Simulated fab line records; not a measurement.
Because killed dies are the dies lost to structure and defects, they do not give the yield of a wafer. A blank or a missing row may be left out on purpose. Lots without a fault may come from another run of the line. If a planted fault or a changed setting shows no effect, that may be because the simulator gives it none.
Chamber matching | flow sky130 | 4 sister chambers for SKY_VIA3_CMP_02 on cmp-01
The step polishes SiO2. 8 wafers are shown with their chamber, then 10 later ones without.

EACH WAFER AND ITS CHAMBER
wafer  | chamber | motor-current-A (A)
L874.4 | 1       | 12.8
L881.5 | 0       | 11.3
L881.6 | 1       | 12.6
L887.6 | 0       | 11.8
L888.5 | 2       | 13.7
L888.6 | 3       | 11.2
L889.1 | 2       | 13.9
L889.2 | 3       | 11.5

WAFERS WITH NO CHAMBER GIVEN
wafer  | motor-current-A (A)
L889.4 | 12.9
L891.4 | 13.1
L891.5 | 11.5
L891.6 | 11.4
L894.3 | 12.0
L894.4 | 10.9
L894.6 | 13.5
L896.1 | 11.2
L896.4 | 13.1
L896.6 | 10.7

WHICH CHAMBER EACH WENT THROUGH
wafer  | from the rows above          | in truth
L889.4 | 1                            | 1
L891.4 | can't be placed: 1 or 2      | 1
L891.5 | can't be placed: 0 or 3      | 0
L891.6 | can't be placed: 3 or 0      | 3
L894.3 | can't be placed: 0 or 3 or 1 | 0
L894.4 | can't be placed: 3 or 0      | 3
L894.6 | 2                            | 2
L896.1 | can't be placed: 3 or 0      | 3
L896.4 | can't be placed: 1 or 2      | 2
L896.6 | can't be placed: 3 or 0      | 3
Placed correctly: 2 of 10. Cannot be placed on the basis of these rows: 8; the candidates contain the true chamber in 8. Wrongly placed: 0.
How it was worked out, from the rows above alone: a wafer's distance from a chamber is the root of the sum, over the readings, of the square of ((its reading less the chamber's mean) divided by the reading's scatter). The wafer belongs to the nearest chamber; if the next one is less than 2 further off, it can't be placed. Each chamber's mean is taken over the wafers shown for it. How the scatter is found: for the shown wafers, subtract from each reading the mean of its chamber, square and add these, divide the total by (wafers less chambers), then take the root.
